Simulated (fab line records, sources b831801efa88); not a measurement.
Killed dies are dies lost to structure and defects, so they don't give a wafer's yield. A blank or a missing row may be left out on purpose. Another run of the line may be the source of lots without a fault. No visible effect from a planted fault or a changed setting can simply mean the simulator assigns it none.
Matching of chambers ; flow sky130 ; 3 sister chambers for SKY_CAP2M_CVD_00 on pecvd-03
The step deposits SiO2, target thk 15.5 nm. 6 wafers are shown with their chamber, then 7 later ones without.

## WAFERS, EACH WITH ITS CHAMBER
wafer;chamber;heater power w (W)
L816.1;2;890
L817.1;2;886
L819.3;0;710
L819.5;1;844
L826.1;1;939
L826.5;0;722

## WAFERS WITH NO CHAMBER GIVEN
wafer;heater power w (W)
L826.6;936
L832.2;956
L832.3;803
L832.4;776
L833.1;836
L833.2;905
L833.6;859

## CHAMBER TAKEN BY EACH
wafer;from the rows above;in truth
L826.6;can't be placed: 1 or 2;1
L832.2;can't be placed: 1 or 2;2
L832.3;can't be placed: 2 or 0 or 1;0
L832.4;can't be placed: 0 or 2 or 1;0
L833.1;can't be placed: 2 or 1 or 0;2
L833.2;can't be placed: 1 or 2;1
L833.6;can't be placed: 2 or 1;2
Placed correctly: 0 of 7. Not placeable from these rows: 7 (in 7, the candidates include the true chamber). Wrongly placed: 0.
How it was worked out, from the rows above alone: a wafer's distance from a chamber is the root of the sum, over the readings, of the square of ((its reading less the chamber's mean) divided by the reading's scatter). The wafer belongs to the nearest chamber; if the next one is less than 2 further off, it can't be placed. For every chamber, the mean is computed from those of its wafers that are shown. The scatter is the square root of a quotient: the sum, over the shown wafers, of each reading's squared deviation from its chamber's mean, divided by wafers minus chambers.
